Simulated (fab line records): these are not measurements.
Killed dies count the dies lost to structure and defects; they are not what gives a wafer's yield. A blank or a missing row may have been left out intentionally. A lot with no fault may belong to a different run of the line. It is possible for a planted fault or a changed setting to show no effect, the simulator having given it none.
Problem report in the 8D (eight disciplines) form, filled by code ; flow sfqLine ; the parts of the form that need people (team, actions taken, sign-off) are left out

1. WHAT WENT WRONG
M1_NB_RS at SFQ_M1_RS_MEAS_909 reads a mean of 0.596 ohm/sq on 2 wafers of 2 lots; wafers without a fault read 0.883 ohm/sq with a standard deviation of 0.013. That is -22 standard deviations from the usual mean.
The step: measures by four-point-probe.
Earliest sighting: wafer L928.3 on filmMetro-04 at day 25 19:52. The record has a number at this step for 42 wafers belonging to 14 lots. Rule for "out" (also "out of limits"): further than 4 standard deviations from the usual mean. The rest of the wafers with a number are treated as sound.

2. WHAT THIS IS AND IS NOT
question;is;is not
which readings at this step;M1_NB_RS;-
which lots;L928, L929;L909, L911, L913, L914, L915, L917, L918, L919, L922, L923, L926, L930
which wafers of those lots;L928.3, L929.3;L928.2, L928.4, L929.1, L929.5
read on which gauges;filmMetro-01, filmMetro-04;filmMetro-02
when;from day 25 19:52;"up to then (35 sound wafers); but 5 sound wafers of L929, L930 came after"

3. SUSPECTS, AND WHAT RULES EACH OUT
Counting: if a tool at a process step up to the reading ran every lot that is out, it stays a suspect. Sound lots after the first of them don't rule it out here, since some wafers of a struck lot are sound.
- the gauge at SFQ_M1_RS_MEAS_909: ruled out. 2 gauges (filmMetro-01, filmMetro-04) read the wafers that are out.
- rieMetal-03 at SFQ_TRILAYER_L0_BARC_OPEN_METAL_ETCH_010 (etches BARC in O2, target depth 125 nm, time 41.7 s): kept. It ran every lot that is out, first L928 (day 8 23:16); its last sound lot up to then is L923 (day 7 22:04).
- pvdSputter-04 at SFQ_TRILAYER_M1_DEP_SPUTTER_037 (material Nb, target thk 200 nm, time 133.3 s): kept. It ran every lot that is out, first L928 (day 25 19:46); its last sound lot up to then is L914 (day 14 16:59).
After counting, rieMetal-03 at SFQ_TRILAYER_L0_BARC_OPEN_METAL_ETCH_010 and pvdSputter-04 at SFQ_TRILAYER_M1_DEP_SPUTTER_037 remain.

4. THE CAUSE (what the simulator had put in)
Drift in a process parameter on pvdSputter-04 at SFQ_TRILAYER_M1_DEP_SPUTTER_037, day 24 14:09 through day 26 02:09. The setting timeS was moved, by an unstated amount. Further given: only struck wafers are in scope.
Counting leaves 2 suspects; this tool is one of them.

5. THE EFFECT CHAIN, in route order
Each row: a reading whose mean over the struck wafers that have a number lies more than 3 standard deviations from the usual. Scope: only readings with a usual standard deviation given in the record; hours: median across lots of the time from each lot's start at the first step in this table that gives one to its start at this step; sigmas: change in usual standard deviations.
hours;step;reading;usual;on struck wafers;change;sigmas
0;SFQ_M1_RS_MEAS_909;M1_NB_RS;0.883 ohm/sq;0.596;-0.287;-22
153;SFQ_TRILAYER_M1_ETCH_METAL_ETCH_042;oesProductAu;0.898 a.u.;0.998;+0.100;+12
It contains these process steps:
- SFQ_TRILAYER_M1_ETCH_METAL_ETCH_042: etches Nb in Cl2/Ar, stops on SiO2, target depth 240 nm, time 120 s.
Later measuring or inspecting steps at which every struck wafer that the step has a row for has a number for every such reading, and none has moved that far: SFQ_I1_BOW_MEAS_912.

6. WHAT WOULD HAVE CAUGHT IT SOONER
The first out-of-limits reading at a measuring or inspecting step in this record came at day 25 19:52, 30 hours after the fault's start at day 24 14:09.
Of the tool readings at SFQ_TRILAYER_M1_DEP_SPUTTER_037 for which the record gives a usual standard deviation, none was out on any struck wafer, so an alarm limit of 4 standard deviations on them would not have fired.
L929, from the lots that are out (2), started SFQ_TRILAYER_M1_DEP_SPUTTER_037 on pvdSputter-04 later than day 25 19:52. It would have been spared by a hold on the tool at that moment.
